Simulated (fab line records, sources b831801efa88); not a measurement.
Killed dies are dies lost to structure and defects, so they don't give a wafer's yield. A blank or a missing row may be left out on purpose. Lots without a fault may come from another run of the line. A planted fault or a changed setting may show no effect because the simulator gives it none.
Chamber matching | flow gf180mcu | GF_CONTACT_CMP_04 on cmp-01: 4 sister chambers
The step polishes SiO2. 16 wafers are shown with their chamber, then 8 later ones without.

WAFERS WITH THEIR CHAMBER
wafer  | chamber | motor_current_A (A) | platen_rpm (rpm) | time_to_endpoint_s (s)
L957.2 | 3       | 12.1                | 60.00            | 100
L957.3 | 2       | 11.0                | 60.00            | 105
L957.4 | 1       | 14.7                | 59.99            | 113
L958.3 | 1       | 14.0                | 59.95            | 114
L958.5 | 1       | 14.3                | 60.06            | 116
L958.6 | 2       | 10.1                | 59.90            | 112
L962.2 | 1       | 13.8                | 59.97            | 107
L962.3 | 3       | 11.5                | 59.97            | 104
L962.5 | 0       | 11.9                | 60.02            | 108
L970.1 | 3       | 12.1                | 60.07            | 108
L970.4 | 1       | 13.9                | 59.98            | 126
L970.5 | 3       | 12.2                | 60.10            | 122
L971.2 | 0       | 13.1                | 60.02            | 111
L971.4 | 1       | 13.8                | 60.07            | 115
L971.6 | 3       | 11.7                | 59.97            | 114
L974.2 | 0       | 11.6                | 60.00            | 108

SIGNATURES (means of the wafers above)
reading            | chamber 0 | chamber 1 | chamber 2 | chamber 3 | scatter within a chamber
motor_current_A    | 12.200    | 14.083    | 10.550    | 11.920    | 0.471
platen_rpm         | 60.0133   | 60.0033   | 59.9500   | 60.0220   | 0.0515
time_to_endpoint_s | 109.00    | 115.17    | 108.50    | 109.60    | 6.59
Rule: a wafer's distance from a chamber is the root of the sum, over the readings, of the square of ((its reading less the chamber's mean) divided by the reading's scatter). The wafer belongs to the nearest chamber; if the next one is less than 2 further off, it can't be placed. The scatter: the root of (the sum of the squares of (reading less its chamber's mean) over the shown wafers, divided by (wafers less chambers)).

WAFERS WITHOUT THEIR CHAMBER
wafer  | motor_current_A (A) | platen_rpm (rpm) | time_to_endpoint_s (s)
L974.3 | 14.1                | 60.04            | 116
L974.5 | 11.9                | 60.00            | 111
L975.1 | 14.7                | 60.02            | 115
L975.4 | 11.6                | 60.00            | 117
L975.5 | 14.1                | 59.92            | 123
L976.1 | 10.9                | 59.95            | 114
L976.3 | 14.5                | 60.01            | 119
L976.5 | 12.5                | 59.96            | 115

WHICH CHAMBER EACH WENT THROUGH
wafer  | from the rows above          | in truth
L974.3 | 1                            | 1
L974.5 | can't be placed: 3 or 0      | 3
L975.1 | 1                            | 1
L975.4 | can't be placed: 3 or 0 or 2 | 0
L975.5 | 1                            | 1
L976.1 | can't be placed: 2 or 3 or 0 | 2
L976.3 | 1                            | 1
L976.5 | can't be placed: 0 or 3 or 1 | 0
Placed correctly: 4 of 8. Can't be placed from these rows: 4 (the true chamber is among the candidates in 4). Placed wrongly: 0.
